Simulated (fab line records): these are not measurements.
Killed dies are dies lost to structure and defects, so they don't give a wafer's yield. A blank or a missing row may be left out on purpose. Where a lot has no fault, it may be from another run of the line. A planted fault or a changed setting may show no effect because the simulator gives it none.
Comparing a struck lot with a sound one    flow sky130    15 out of 708 route steps
Sound: the wafers L292.2, L292.3, L292.5. The struck wafers were L297.2, L297.3, L297.6. The cause is given at the end.
Order at every step that has rows: each side's tool, ch and its chambers, its first start. Under that, the readings that differ: sound wafers    struck wafers    difference of the means    sigmas: that difference in standard deviations of wafers without a fault.
alike: a reading whose means differ by less than 2 such deviations, as well as words and numbers matching on both sides. not compared: withheld readings; readings where some wafer has no value; bounds like >300 that might hide an equal value; numbers whose values overlap and for which the record gives no deviation.
The two part at a step that has a row with sigmas, a row that says differs or no value, or rows on one side only. Numbers that have no deviation but don't overlap get no sigmas and don't part them. A reading missing from all wafers of one side parts the sides only when that side holds two or more wafers.

first, 2 steps without rows for these wafers: SKY_NWELL_PEB_08; SKY_NWELL_DEVELOP_09 (develop time 60 s).
SKY_NWELL_OVL_MEAS_10:
  sound on overlay-01 at day 5 23:52; struck on overlay-01 at day 7 14:07
reading            sound           struck       difference  sigmas
NWELL_00_OVL (nm)  -2.1 -2.5 -0.5  2.6 2.3 2.8  +4.3        +3
then, 3 steps without rows for these wafers: SKY_NWELL_IMPLANT_11; SKY_NWELL_IMPLANT_12; SKY_NWELL_IMPLANT_13.
SKY_NWELL_STRIP_14: strips in O2/N2.
  sound on plasma_asher-02 ch 0,1, day 6 00:20; struck on plasma_asher-03 ch 0,1, day 7 14:35
reading                       sound              struck             difference  sigmas
strip_time_to_endpoint_s (s)  37.10 37.06 36.96  36.77 36.76 36.84  -0.25       -3
  alike: drypump_motor_current_A, oes_product_au
  not compared: rf_hours_counter_h
SKY_NWELL_TW_MEAS_15:
  sound on film_metro-03 at day 6 00:27; struck on film_metro-03 at day 7 14:42
  alike: NWELL_TW
then, 4 steps without rows for these wafers: SKY_NWELL_DEHYDRATE_16 (time 60 s); SKY_NWELL_HMDS_17 (prime time 60 s); SKY_NWELL_COAT_18 (resist thk 3000 nm); SKY_NWELL_SOFTBAKE_19.
SKY_NWELL_EXPOSE_20: exposes mask NWM COMPLEMENT, target cd 840 nm.
  sound on iline_stepper-02 ch 0, day 6 09:24; struck on iline_stepper-01 ch 0, day 8 01:27
reading               sound                 struck                difference  sigmas
exposure_dose_mJ_cm2  260.08 259.95 260.06  250.84 250.78 250.63  -9.28       -37
  alike: mask
then, 1 step without rows for these wafers: SKY_NWELL_PEB_21.
-- the record jumps here: 40 days lie between the struck wafers' starts before and after (it left off in module NWELL and takes up again in module PAD_OPEN, whose first step shown is number 708 of the route) --
SKY_PAD_OPEN_PROBE_99:
  rows exist in the record for the struck wafers here (prober-02, day 48 11:22), but not for the sound ones

== WHERE THEY PART ==
Last at SKY_PAD_OPEN_PROBE_99 as far as this record goes, first at SKY_NWELL_OVL_MEAS_10.

WHY: what had been put in by the simulator
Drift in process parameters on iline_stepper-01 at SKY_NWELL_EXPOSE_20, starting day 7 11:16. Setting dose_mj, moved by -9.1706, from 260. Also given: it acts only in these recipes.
